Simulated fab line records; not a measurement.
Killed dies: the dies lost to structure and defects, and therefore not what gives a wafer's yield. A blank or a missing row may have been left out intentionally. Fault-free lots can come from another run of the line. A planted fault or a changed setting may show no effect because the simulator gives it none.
One fault through the eyes of 2 desks :: flow gf180mcu :: only its own numbers are on each desk; what lay behind them is given at the end

FOR THE TOOL OWNER'S DESK: rieSi-02
The tool's own readings at GF_POLY_GATE_ETCH_13 (etches poly-Si in HBr/Cl2, stops on SiO2, target depth 198.5 nm, time 69.6 s): means of the sampled wafers that have a number, for each lot that ran on this tool. Marked OUT: a lot whose mean sits more than 4 standard deviations from the usual mean, which makes it out of limits; the brackets give that distance.
Columns: A = chamberPressureMTorr at GF_POLY_GATE_ETCH_13, usual 10.001 mTorr; B = drypumpMotorCurrentA at GF_POLY_GATE_ETCH_13, usual 5.7 A; C = oesProductAu at GF_POLY_GATE_ETCH_13, usual 0.980 a.u.; D = runLengthS at GF_POLY_GATE_ETCH_13, usual 98.0 s; E = throttleValvePct at GF_POLY_GATE_ETCH_13, usual 33.685 %
lot: L411
first seen here: day 11 06:22
A: 10.001
B: 5.4
C: 0.943 (-5.7) OUT
D: 103.1 (+11) OUT
E: 33.691

lot: L414
first seen here: day 12 07:34
A: 10.008
B: 5.7
C: 0.947 (-5.2) OUT
D: 100.5 (+5.6) OUT
E: 33.688

lot: L427
first seen here: day 15 23:23
A: 9.999
B: 5.6
C: 0.973
D: 98.2
E: 33.683
This desk finds L411, L414 out of limits, L411 being first, at day 11 06:22 (oesProductAu at GF_POLY_GATE_ETCH_13). In limits: L427.

AT THE METROLOGY DESK
Means of the sampled wafers that have a number, per lot and without regard to the tool the lot ran on: this is what the gauges read. Marked OUT: a lot whose mean sits more than 4 standard deviations from the usual mean, which makes it out of limits; the brackets give that distance.
Columns: A = POLY_GATE_CVD_00_THK at GF_POLY_GATE_THK_MEAS_01, usual 194.5 nm; B = cdNm at GF_POLY_GATE_CD_MEAS_10, usual 279.8 nm; C = POLY_GATE_OVL at GF_POLY_GATE_OVL_MEAS_11, usual 1 nm
lot: L406
first seen here: day 8 17:34
A: 195.2
B: 277.7
C: 3

lot: L411
first seen here: day 10 12:01
A: 194.8
B: 282.2
C: 4

lot: L414
first seen here: day 11 12:02
A: 191.6
B: 278.1
C: -1

lot: L420
first seen here: day 13 00:23
A: 194.1
B: 279.1
C: -1

lot: L425
first seen here: day 14 09:33
A: 194.8
B: 280.4
C: 1

lot: L427
first seen here: day 15 02:11
A: 194.4
B: 281.1
C: -1
Finding of this desk: none of the 6 lots has anything out of limits.

TAKEN TOGETHER
On L411, L414, at day 11 06:22, an alarm was possible from the tool owner's desk.
The metrology desk saw nothing out of limits.
The metrology desk holds a record of L411, L414, inside its limits.
GF_POLY_GATE_ETCH_13 was run on rieSi-02 by each of the lots named.

WHAT THE SIMULATOR HAD PUT IN
rieSi-02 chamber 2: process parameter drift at GF_POLY_GATE_ETCH_13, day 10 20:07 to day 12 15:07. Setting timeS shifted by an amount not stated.
Lots struck among those shown: L411, L414.
Each desk's first reading out of limits, in hours after the fault started: the tool owner's desk, 10.
